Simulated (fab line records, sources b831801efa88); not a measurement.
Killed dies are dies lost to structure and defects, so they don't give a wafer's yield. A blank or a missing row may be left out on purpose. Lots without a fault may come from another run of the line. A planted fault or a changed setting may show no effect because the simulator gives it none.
Chamber matching | flow sky130 | SKY_CONTACT_ETCH_17 on rie_diel-04: 4 sister chambers
The step etches SiO2 in C4F8/O2/Ar, stops on Si3N4, target depth 340 nm. 8 wafers are shown with their chamber, then 7 later ones without.

WAFERS WITH THEIR CHAMBER
wafer  | chamber | oes_product_au (a.u.)
L576.5 | 3       | 0.894
L579.3 | 0       | 0.891
L579.5 | 3       | 0.876
L587.1 | 2       | 0.888
L587.4 | 0       | 0.896
L587.6 | 2       | 0.894
L590.2 | 1       | 0.891
L590.4 | 1       | 0.887

WAFERS WITHOUT THEIR CHAMBER
wafer  | oes_product_au (a.u.)
L590.5 | 0.894
L596.3 | 0.886
L596.4 | 0.885
L596.5 | 0.884
L597.3 | 0.898
L597.5 | 0.892
L597.6 | 0.889

WHICH CHAMBER EACH WENT THROUGH
wafer  | from the rows above               | in truth
L590.5 | can't be placed: 0 or 2 or 1 or 3 | 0
L596.3 | can't be placed: 3 or 1 or 2 or 0 | 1
L596.4 | can't be placed: 3 or 1 or 2 or 0 | 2
L596.5 | can't be placed: 3 or 1 or 2 or 0 | 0
L597.3 | can't be placed: 0 or 2 or 1 or 3 | 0
L597.5 | can't be placed: 2 or 0 or 1 or 3 | 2
L597.6 | can't be placed: 1 or 2 or 3 or 0 | 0
Placed correctly: 0 of 7. Can't be placed from these rows: 7 (the true chamber is among the candidates in 7). Placed wrongly: 0.
How it was worked out, from the rows above alone: a wafer's distance from a chamber is the root of the sum, over the readings, of the square of ((its reading less the chamber's mean) divided by the reading's scatter). The wafer belongs to the nearest chamber; if the next one is less than 2 further off, it can't be placed. A chamber's mean is the mean of its shown wafers. The scatter: the root of (the sum of the squares of (reading less its chamber's mean) over the shown wafers, divided by (wafers less chambers)).
